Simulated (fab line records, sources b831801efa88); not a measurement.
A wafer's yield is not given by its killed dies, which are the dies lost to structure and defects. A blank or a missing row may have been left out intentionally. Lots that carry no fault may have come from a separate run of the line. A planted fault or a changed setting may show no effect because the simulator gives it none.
Which tool was responsible? | flow sky130 | 12 lots with 36 wafers sampled at 2 steps, on a route of 708 steps

## WHAT THE GAUGES READ, wafer by wafer
SKY_VIA1_BOW_MEAS_03.
lot  | measured     | on           | VIA1_BOW (um)
L075 | day 33 00:23 | filmMetro-04 | 69 90 80
L077 | day 33 12:20 | filmMetro-03 | 81 76 81
L079 | day 35 14:43 | filmMetro-03 | 70 86 88
L081 | day 35 17:19 | filmMetro-02 | 80 88 94
L084 | day 35 22:31 | filmMetro-02 | 74 90 86
L086 | day 36 14:39 | filmMetro-02 | 78 88 85
L087 | day 36 23:52 | filmMetro-03 | 76 75 80
L089 | day 38 14:20 | filmMetro-02 | 79 77 85
L091 | day 39 03:25 | filmMetro-04 | 70 83 73
L093 | day 39 15:09 | filmMetro-03 | 78 73 77
L095 | day 40 03:11 | filmMetro-03 | 80 80 79
L097 | day 40 22:47 | filmMetro-03 | 86 74 80

## EACH LOT AND THE TOOL THAT RAN IT (in order: tool; ch and the chambers of the sampled wafers; start)
lot  | SKY_METAL1_ETCH_18
L075 | rieMetal-03 ch 0,1, day 32 23:07
L077 | rieMetal-01 ch 0, day 33 10:56
L079 | rieMetal-03 ch 0,1, day 35 13:27
L081 | rieMetal-01 ch 0,1, day 35 16:05
L084 | rieMetal-04 ch 0, day 35 21:08
L086 | rieMetal-03 ch 0, day 36 13:17
L087 | rieMetal-03 ch 0, day 36 22:30
L089 | rieMetal-04 ch 0,1, day 38 13:01
L091 | rieMetal-04 ch 0,1, day 39 02:11
L093 | rieMetal-01 ch 0,1, day 39 13:54
L095 | rieMetal-04 ch 0,1, day 40 01:58
L097 | rieMetal-03 ch 0,1, day 40 21:29
- SKY_METAL1_ETCH_18: etches BARC in N2/H2, stops on SiO2, time 45.9 s, target depth 60 nm.

## THE ANSWER, worked out from the rows above alone
Rule: what is usual is taken from the lots themselves. Put in order of their means at a reading, lots are off if they are a third of the lots or fewer, leave a main group of 4 or more, and stand apart from it by a gap of 3 or more times the standard deviation of the main group's means; of several such gaps the widest counts. Not used: any main group whose means are identical at the precision the tables above print for the reading. A lot without any number at a reading at which 4 lots or more have one is off too. The other lots that the step has rows for count as sound.
Nothing can be told from this: no lot is off at any reading shown.

## WHAT THE SIMULATOR HAD INSERTED
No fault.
